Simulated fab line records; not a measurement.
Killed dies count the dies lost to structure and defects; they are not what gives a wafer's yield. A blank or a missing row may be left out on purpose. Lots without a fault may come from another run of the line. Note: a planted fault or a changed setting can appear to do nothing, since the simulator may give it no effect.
Chamber matching -- flow gf180mcu -- GF_CONTACT_CMP_27 on cmp-01: 4 sister chambers
The step polishes, stops on SiO2, t overpolish 15 s, target thk 0 nm. 4 wafers are shown with their chamber, then 7 later ones without.

## WAFERS WITH THEIR CHAMBER
wafer,chamber,motor current A (A)
L991.3,1,10.6
L991.4,2,10.6
L995.2,3,11.6
L995.4,0,10.8

## WAFERS WITH NO CHAMBER GIVEN
wafer,motor current A (A)
L995.5,10.7
L997.1,9.9
L997.3,11.0
L997.4,12.4
L101.2,10.4
L101.4,10.4
L101.5,11.2

## EACH ONE'S CHAMBER
wafer,from the rows above,in truth
L995.5,can't be placed: 1 or 2 or 0 or 3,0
L997.1,can't be placed: 1 or 2 or 0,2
L997.3,can't be placed: 0 or 1 or 2 or 3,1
L997.4,can't be placed: 3 or 0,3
L101.2,can't be placed: 1 or 2 or 0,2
L101.4,can't be placed: 1 or 2 or 0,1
L101.5,can't be placed: 0 or 3 or 1 or 2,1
Correct placement for 0 of the 7. These rows do not allow placing 7 (true chamber among the candidates in 7). Number placed wrongly: 0.
How it was worked out, from the rows above alone: a wafer's distance from a chamber is the root of the sum, over the readings, of the square of ((its reading less the chamber's mean) divided by the reading's scatter). If the next closest chamber is less than 2 further off than the closest, the wafer can't be placed; otherwise it belongs to the closest. The mean given for a chamber averages the wafers shown for that chamber. The scatter (one wafer shown for each chamber): square how far every hidden wafer sits from the nearest shown wafer, average those squares and take the square root.
